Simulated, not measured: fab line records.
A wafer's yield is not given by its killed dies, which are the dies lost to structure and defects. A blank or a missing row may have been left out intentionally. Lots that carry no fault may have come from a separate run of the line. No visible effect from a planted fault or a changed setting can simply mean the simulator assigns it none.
Which tool is to blame? ; flow gf180mcu ; 7 lots, 21 wafers sampled, at 3 steps of a route of 602

== WHAT EACH GAUGE READ, for each wafer ==
GF_PSD_CD_MEAS_07: the cd target is 400 nm.
lot;measured;on;cd-nm (nm)
L828;day 14 15:46;cd-sem-02;403 403 402
L836;day 17 18:53;cd-sem-02;402 404 403
L838;day 18 13:49;cd-sem-02;397 396 398
L841;day 19 14:48;cd-sem-01;399 400 397
L846;day 20 13:29;cd-sem-01;397 399 396
L848;day 21 12:32;cd-sem-02;403 403 403
L850;day 22 01:55;cd-sem-02;403 404 403

== TOOL THAT RAN EACH LOT (tool first, then ch and the chambers of the sampled wafers, then the start) ==
lot;GF_LVPWELL_IMPLANT_09;GF_VT_IMPLANT_STRIP_31
L828;implanter-01 ch 0, day 4 06:01;plasma-asher-03 ch 0,1, day 7 08:14
L836;implanter-04 ch 0, day 6 04:26;plasma-asher-04 ch 0,1, day 9 14:20
L838;implanter-01 ch 0, day 6 14:47;plasma-asher-02 ch 0,1, day 10 00:15
L841;implanter-02 ch 0, day 7 09:38;plasma-asher-02 ch 0,1, day 10 23:23
L846;implanter-02 ch 0, day 8 07:19;plasma-asher-04 ch 0,1, day 11 23:21
L848;implanter-02 ch 0, day 8 19:59;plasma-asher-03 ch 0,1, day 12 14:33
L850;implanter-04 ch 0, day 9 04:34;plasma-asher-03 ch 0,1, day 13 00:13
- GF_LVPWELL_IMPLANT_09
- GF_VT_IMPLANT_STRIP_31: strips in O2/N2.

== THE ANSWER, worked out from the rows above alone ==
Rule: usual is defined by the lots themselves. Put in order of their means at a reading, lots are off if they are a third of the lots or fewer, leave a main group of 4 or more, and stand apart from it by a gap of 3 or more times the standard deviation of the main group's means; of several such gaps the widest counts. A main group is skipped when, at the precision printed for the reading in the tables above, its means are all equal. A lot without any number at a reading at which 4 lots or more have one is off too. All remaining lots with rows at the step are treated as sound.
No lot is off at any reading shown: from this, nothing can be told.

== WHAT THE SIMULATOR HAD PUT IN ==
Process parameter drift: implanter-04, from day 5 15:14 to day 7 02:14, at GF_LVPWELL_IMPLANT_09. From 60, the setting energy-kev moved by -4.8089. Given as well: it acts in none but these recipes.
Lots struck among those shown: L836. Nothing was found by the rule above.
